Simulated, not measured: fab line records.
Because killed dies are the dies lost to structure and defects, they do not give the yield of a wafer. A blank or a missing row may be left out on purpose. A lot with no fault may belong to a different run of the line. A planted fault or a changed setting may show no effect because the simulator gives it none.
Which tool did it? | flow sky130 | Sampling: 14 lots, 38 wafers, 6 of 708 route steps

== WHAT EACH GAUGE READ, for each wafer ==
SKY_DNWELL_TW_MEAS_09. Usual: DNWELL_TW 1117, standard deviation 10.
lot  | measured    | on            | DNWELL_TW      | flag
L195 | day 3 18:09 | film_metro-01 | 1115 1116 1109 |
L196 | day 3 21:45 | film_metro-01 | 1122 1126 1130 |
L197 | day 3 21:04 | film_metro-01 | 1118 1124 1121 |
L198 | day 4 05:09 | film_metro-03 | 1118 1112 1117 |
L199 | day 4 05:14 | film_metro-04 | 1105 1106 1104 |
L200 | day 4 15:01 | film_metro-03 | 1107 1102 1103 |
L201 | day 4 17:09 | film_metro-04 | 1112 1101 1110 |
L202 | day 4 18:53 | film_metro-01 | 1130 1129 1130 |
L205 | day 5 13:00 | film_metro-04 | 1120 1121 1116 |
L207 | day 5 22:49 | film_metro-01 | 1129 1127 1128 |
L209 | day 6 10:21 | film_metro-01 | 1126 1121 1121 |
L212 | day 6 22:48 | film_metro-04 | 1107 1113 1101 |
L216 | day 7 20:10 | film_metro-03 | 1111           |
L218 | day 8 14:28 | film_metro-03 | 1107           |

SKY_VT_ADJUST_LVTN_OVL_MEAS_18. Usual: VT_ADJUST_LVTN_01_OVL -0.1 nm, standard deviation 1.3.
lot  | measured     | on         | VT_ADJUST_LVTN_01_OVL (nm) | flag
L195 | day 8 08:24  | overlay-01 | 0.7 -1.0 -0.7              |
L196 | day 8 14:31  | overlay-02 | 0.7 0.6 0.1                |
L197 | day 8 14:29  | overlay-01 | -1.8 0.1 1.6               |
L198 | day 9 01:21  | overlay-02 | 0.9 1.7 1.3                |
L199 | day 9 02:12  | overlay-01 | -2.4 -1.1 -0.4             |
L200 | day 9 14:11  | overlay-02 | -0.7 0.0 1.0               |
L201 | day 9 14:33  | overlay-02 | -0.8 -1.3 -2.5             |
L202 | day 9 16:18  | overlay-01 | -1.2 -0.5 0.9              |
L205 | day 10 16:42 | overlay-02 | 1.6 1.1 0.8                |
L207 | day 11 04:25 | overlay-02 | 0.0 0.9 -1.3               |
L209 | day 11 18:45 | overlay-01 | -0.9 1.6 -0.6              |
L212 | day 12 11:06 | overlay-02 | -2.5 -2.7 -3.6             |

SKY_VT_ADJUST_NCORE_OVL_MEAS_08. Usual: VT_ADJUST_NCORE_OVL -0.8 nm, standard deviation 1.4.
lot  | measured     | on         | VT_ADJUST_NCORE_OVL (nm) | flag
L195 | day 9 06:05  | overlay-01 | -0.2 1.1 2.8             |
L196 | day 9 11:53  | overlay-01 | -1.3 -1.1 0.1            |
L197 | day 9 11:49  | overlay-02 | -0.1 0.1 1.4             |
L198 | day 9 23:31  | overlay-02 | -1.6 -0.6 -2.6           |
L199 | day 9 23:53  | overlay-02 | -2.4 -1.8 -1.6           |
L200 | day 10 12:57 | overlay-01 | -2.4 -2.6 -1.2           |
L201 | day 10 13:14 | overlay-01 | 0.1 0.2 -0.6             |
L202 | day 10 14:32 | overlay-01 | -3.5 -1.0 -3.1           |
L205 | day 11 16:34 | overlay-02 | -2.2 -2.2 0.0            |
L207 | day 12 05:12 | overlay-01 | -0.9 -1.5 -1.0           |
L209 | day 12 18:33 | overlay-01 | 0.1 0.7 0.6              |
L212 | day 13 12:20 | overlay-02 | -1.1 1.7 -0.3            |

== TOOL THAT RAN EACH LOT (tool first, then ch and the chambers of the sampled wafers, then the start) ==
lot  | SKY_FIELD_ISO_ETCH_14             | SKY_FIELD_ISO_ETCH_15             | SKY_FIELD_ISO_STRIP_16
L195 | rie_diel-03 ch 0,2, day 2 06:06   | rie_diel-03 ch 0,2, day 2 06:08   | plasma_asher-03 ch 0,1, day 2 06:12
L196 | rie_diel-04 ch 0,2, day 2 14:15   | rie_diel-04 ch 0,2, day 2 14:17   | plasma_asher-01 ch 0,1, day 2 14:23
L197 | rie_diel-02 ch 0,1,3, day 2 14:25 | rie_diel-02 ch 0,1,3, day 2 14:28 | plasma_asher-02 ch 0,1, day 2 14:31
L198 | rie_diel-04 ch 0,2,3, day 3 04:32 | rie_diel-04 ch 0,2,3, day 3 04:35 | plasma_asher-03 ch 0,1, day 3 04:43
L199 | rie_diel-03 ch 0,1,3, day 3 04:45 | rie_diel-03 ch 0,1,3, day 3 04:47 | plasma_asher-03 ch 0,1, day 3 04:51
L200 | rie_diel-02 ch 0,1,2, day 3 15:18 | rie_diel-02 ch 0,1,2, day 3 15:20 | plasma_asher-02 ch 0,1, day 3 15:26
L201 | rie_diel-03 ch 1,2, day 3 15:32   | rie_diel-03 ch 1,2, day 3 15:35   | plasma_asher-03 ch 0,1, day 3 15:38
L202 | rie_diel-02 ch 0,2,3, day 3 18:30 | rie_diel-02 ch 0,2,3, day 3 18:32 | plasma_asher-03 ch 0,1, day 3 18:36
L205 | rie_diel-02 ch 0,3, day 4 11:10   | rie_diel-02 ch 0,3, day 4 11:13   | plasma_asher-03 ch 0,1, day 4 11:16
L207 | rie_diel-03 ch 1,3, day 4 22:37   | rie_diel-03 ch 1,3, day 4 22:39   | plasma_asher-01 ch 0,1, day 4 22:44
L209 | rie_diel-02 ch 0,2, day 5 05:43   | rie_diel-02 ch 0,2, day 5 05:46   | plasma_asher-01 ch 1, day 5 05:49
L212 | rie_diel-02 ch 0,2,3, day 5 21:03 | rie_diel-02 ch 0,2,3, day 5 21:05 | plasma_asher-03 ch 0,1, day 5 21:09
L216 | rie_diel-03 ch 3, day 6 17:49     | rie_diel-03 ch 3, day 6 17:52     | plasma_asher-02 ch 0, day 6 17:58
L218 | rie_diel-03 ch 1, day 7 05:37     | rie_diel-03 ch 1, day 7 05:40     | plasma_asher-03 ch 0, day 7 05:46
- SKY_FIELD_ISO_ETCH_14: etches BARC in N2/H2, stops on SiO2, time 45.9 s, target depth 60 nm.
- SKY_FIELD_ISO_ETCH_15: etches the open film in CHF3/O2, stops on Si, target depth 180 nm, time 72 s.
- SKY_FIELD_ISO_STRIP_16: strips in O2/N2.

== AS READ BY THE TOOLS THEMSELVES (means over the sampled wafers that have a number; for cases with no such wafer, the mark the record gives instead) ==
SKY_FIELD_ISO_ETCH_14. Usual: drypump_motor_current_A 5.5 A, standard deviation 0.34; oes_product_au 0.855 a.u., standard deviation 0.0047; run_length_s 74.2 s, standard deviation 0.36; throttle_valve_pct 13.226 %, standard deviation 0.0086.
lot  | tool        | drypump_motor_current_A (A) | oes_product_au (a.u.) | run_length_s (s) | throttle_valve_pct (%) | flag
L195 | rie_diel-03 | 5.5                         | 0.856                 | 74.2             | 13.227                 |
L196 | rie_diel-04 | 5.5                         | 0.858                 | 74.0             | 13.220                 |
L197 | rie_diel-02 | 5.5                         | 0.853                 | 74.0             | 13.227                 |
L198 | rie_diel-04 | 5.3                         | 0.856                 | 74.0             | 13.220                 |
L199 | rie_diel-03 | 5.8                         | 0.856                 | 74.5             | 13.232                 |
L200 | rie_diel-02 | 5.2                         | 0.859                 | 74.0             | 13.228                 |
L201 | rie_diel-03 | 5.6                         | 0.858                 | 74.7             | 13.230                 |
L202 | rie_diel-02 | 5.4                         | 0.852                 | 73.9             | 13.219                 |
L205 | rie_diel-02 | 5.8                         | 0.855                 | 74.1             | 13.230                 |
L207 | rie_diel-03 | 5.7                         | 0.855                 | 74.5             | 13.225                 |
L209 | rie_diel-02 | 5.1                         | 0.856                 | 73.9             | 13.231                 |
L212 | rie_diel-02 | 5.4                         | 0.855                 | 74.1             | 13.223                 |
L216 | rie_diel-03 | 5.7                         | 0.997                 | 40.6             | 13.256                 | OFF
L218 | rie_diel-03 | 5.7                         | 1.007                 | 41.0             | 13.233                 | OFF

SKY_FIELD_ISO_ETCH_15. Usual: drypump_motor_current_A 5.5 A, standard deviation 0.34; oes_product_au 0.944 a.u., standard deviation 0.007; run_length_s 100.3 s, standard deviation 0.37; throttle_valve_pct 8.843 %, standard deviation 0.0092.
lot  | tool        | drypump_motor_current_A (A) | oes_product_au (a.u.) | run_length_s (s) | throttle_valve_pct (%) | flag
L195 | rie_diel-03 | 5.5                         | 0.950                 | 100.4            | 8.839                  |
L196 | rie_diel-04 | 5.5                         | 0.937                 | 100.1            | 8.838                  |
L197 | rie_diel-02 | 5.6                         | 0.937                 | 99.9             | 8.848                  |
L198 | rie_diel-04 | 5.3                         | 0.950                 | 100.4            | 8.843                  |
L199 | rie_diel-03 | 5.7                         | 0.951                 | 100.4            | 8.854                  |
L200 | rie_diel-02 | 5.2                         | 0.942                 | 99.8             | 8.840                  |
L201 | rie_diel-03 | 5.6                         | 0.952                 | 100.7            | 8.847                  |
L202 | rie_diel-02 | 5.4                         | 0.948                 | 100.1            | 8.842                  |
L205 | rie_diel-02 | 5.8                         | 0.941                 | 100.0            | 8.838                  |
L207 | rie_diel-03 | 5.7                         | 0.944                 | 100.7            | 8.842                  |
L209 | rie_diel-02 | 5.1                         | 0.934                 | 100.1            | 8.841                  |
L212 | rie_diel-02 | 5.4                         | 0.942                 | 99.9             | 8.855                  |
L216 | rie_diel-03 | 5.7                         | 0.382                 | 100.2            | 8.664                  | OFF
L218 | rie_diel-03 | 5.7                         | 0.371                 | 101.0            | 8.667                  | OFF

SKY_FIELD_ISO_STRIP_16. Usual: drypump_motor_current_A 5.8 A, standard deviation 0.32; o2_flow_sccm 2999 sccm, standard deviation 9.3; oes_product_au 0.379 a.u., standard deviation 0.0044; strip_time_to_endpoint_s 3.566 s, standard deviation 0.028.
lot  | tool            | drypump_motor_current_A (A) | o2_flow_sccm (sccm) | oes_product_au (a.u.) | strip_time_to_endpoint_s (s) | flag
L195 | plasma_asher-03 | 5.8                         | 2991                | 0.383                 | 3.577                        |
L196 | plasma_asher-01 | 5.8                         | 3004                | 0.380                 | 3.611                        |
L197 | plasma_asher-02 | 6.0                         | 3006                | 0.384                 | 3.578                        |
L198 | plasma_asher-03 | 5.9                         | 3006                | 0.378                 | 3.558                        |
L199 | plasma_asher-03 | 5.8                         | 3005                | 0.379                 | 3.578                        |
L200 | plasma_asher-02 | 5.6                         | 3004                | 0.379                 | 3.597                        |
L201 | plasma_asher-03 | 5.9                         | 2995                | 0.376                 | 3.550                        |
L202 | plasma_asher-03 | 5.8                         | 3000                | 0.380                 | 3.583                        |
L205 | plasma_asher-03 | 5.8                         | 2996                | 0.376                 | 3.567                        |
L207 | plasma_asher-01 | 5.7                         | 3001                | 0.380                 | 3.561                        |
L209 | plasma_asher-01 | 5.7                         | 3001                | 0.381                 | 3.600                        |
L212 | plasma_asher-03 | 5.8                         | 3001                | 0.377                 | 3.567                        |
L216 | plasma_asher-02 | 6.4                         | 2996                | 0.388                 | 3.869                        | OFF
L218 | plasma_asher-03 | 6.0                         | 2983                | 0.398                 | 3.958                        | OFF

== THE ANSWER, worked out from the rows above alone ==
Rule: lot off if the mean of its wafers having a number is beyond 3 standard deviations from the usual mean. A lot without any number at a reading at which 4 lots or more have one is off too. All remaining lots with rows at the step are treated as sound. The gauges are gone through in route order, then the tools' own readings, and for those a lot's mean is taken as printed above. The first step at which some lot is off is used, and at that step the reading that is off furthest; a lot without a number counts as furthest.
Off, at SKY_FIELD_ISO_ETCH_14 on run_length_s: L216, L218.
If a tool, at that step or one of the process steps before it, ran each lot that is off and ran no sound lot following the first of them, it fits. One fits: rie_diel-03 at SKY_FIELD_ISO_ETCH_14. Its last sound lot is L207 (day 4 22:37), its first lot that is off L216 (day 6 17:49): a fault that began between those two fits.
The tool's own readings at SKY_FIELD_ISO_ETCH_14 bear it out: on the lots that are off they differ by more than 5 times the standard deviation of the sound lots' means. oes_product_au reads 1.002 a.u. there against 0.856 a.u. on the sound lots; run_length_s reads 40.8 s there against 74.2 s on the sound lots.

== WHAT THE SIMULATOR HAD PUT IN ==
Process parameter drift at SKY_FIELD_ISO_ETCH_14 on rie_diel-03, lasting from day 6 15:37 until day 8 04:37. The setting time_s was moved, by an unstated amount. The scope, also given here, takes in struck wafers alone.
Lots struck among those shown: L216, L218. The same result came from the rule above.
